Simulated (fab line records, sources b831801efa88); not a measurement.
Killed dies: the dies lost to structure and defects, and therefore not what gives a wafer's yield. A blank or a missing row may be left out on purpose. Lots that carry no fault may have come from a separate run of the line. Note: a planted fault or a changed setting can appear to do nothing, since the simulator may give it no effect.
Matching of chambers :: flow sfqLine :: rieDiel-02 running SFQ_TRILAYER_L0_VIA_ETCH_VIA_ETCH_016: 4 sister chambers
The step etches SiO2 in CHF3, stops on MoNx KI, target depth 80 nm. 8 wafers are shown with their chamber, then 9 later ones without.

## WAFERS WITH THEIR CHAMBER
wafer: L669.4
chamber: 2
drypumpMotorCurrentA (A): 5.2
oesProductAu (a.u.): 0.838

wafer: L670.3
chamber: 2
drypumpMotorCurrentA (A): 5.2
oesProductAu (a.u.): 0.855

wafer: L670.4
chamber: 3
drypumpMotorCurrentA (A): 6.1
oesProductAu (a.u.): 0.843

wafer: L673.2
chamber: 3
drypumpMotorCurrentA (A): 6.2
oesProductAu (a.u.): 0.846

wafer: L674.4
chamber: 1
drypumpMotorCurrentA (A): 5.7
oesProductAu (a.u.): 0.849

wafer: L674.6
chamber: 0
drypumpMotorCurrentA (A): 4.8
oesProductAu (a.u.): 0.834

wafer: L677.1
chamber: 1
drypumpMotorCurrentA (A): 5.7
oesProductAu (a.u.): 0.836

wafer: L677.3
chamber: 0
drypumpMotorCurrentA (A): 4.8
oesProductAu (a.u.): 0.840

## WAFERS WITHOUT THEIR CHAMBER
wafer: L677.6
drypumpMotorCurrentA (A): 6.2
oesProductAu (a.u.): 0.853

wafer: L681.2
drypumpMotorCurrentA (A): 4.8
oesProductAu (a.u.): 0.838

wafer: L681.3
drypumpMotorCurrentA (A): 5.3
oesProductAu (a.u.): 0.844

wafer: L681.4
drypumpMotorCurrentA (A): 5.7
oesProductAu (a.u.): 0.845

wafer: L684.3
drypumpMotorCurrentA (A): 6.2
oesProductAu (a.u.): 0.834

wafer: L684.5
drypumpMotorCurrentA (A): 4.8
oesProductAu (a.u.): 0.847

wafer: L687.2
drypumpMotorCurrentA (A): 4.8
oesProductAu (a.u.): 0.850

wafer: L687.3
drypumpMotorCurrentA (A): 5.2
oesProductAu (a.u.): 0.847

wafer: L687.5
drypumpMotorCurrentA (A): 6.2
oesProductAu (a.u.): 0.854

## THE CHAMBER EACH PASSED THROUGH
wafer: L677.6
from the rows above: 3
in truth: 3

wafer: L681.2
from the rows above: 0
in truth: 0

wafer: L681.3
from the rows above: 2
in truth: 2

wafer: L681.4
from the rows above: 1
in truth: 1

wafer: L684.3
from the rows above: 3
in truth: 3

wafer: L684.5
from the rows above: 0
in truth: 0

wafer: L687.2
from the rows above: 0
in truth: 0

wafer: L687.3
from the rows above: 2
in truth: 2

wafer: L687.5
from the rows above: 3
in truth: 3
Placed correctly: 9 of 9. Left unplaced by these rows: 0. Placed wrongly: 0.
How it was worked out, from the rows above alone: a wafer's distance from a chamber is the root of the sum, over the readings, of the square of ((its reading less the chamber's mean) divided by the reading's scatter). If the next closest chamber is less than 2 further off than the closest, the wafer can't be placed; otherwise it belongs to the closest. The mean given for a chamber averages the wafers shown for that chamber. The scatter is the square root of a quotient: the sum, over the shown wafers, of each reading's squared deviation from its chamber's mean, divided by wafers minus chambers.
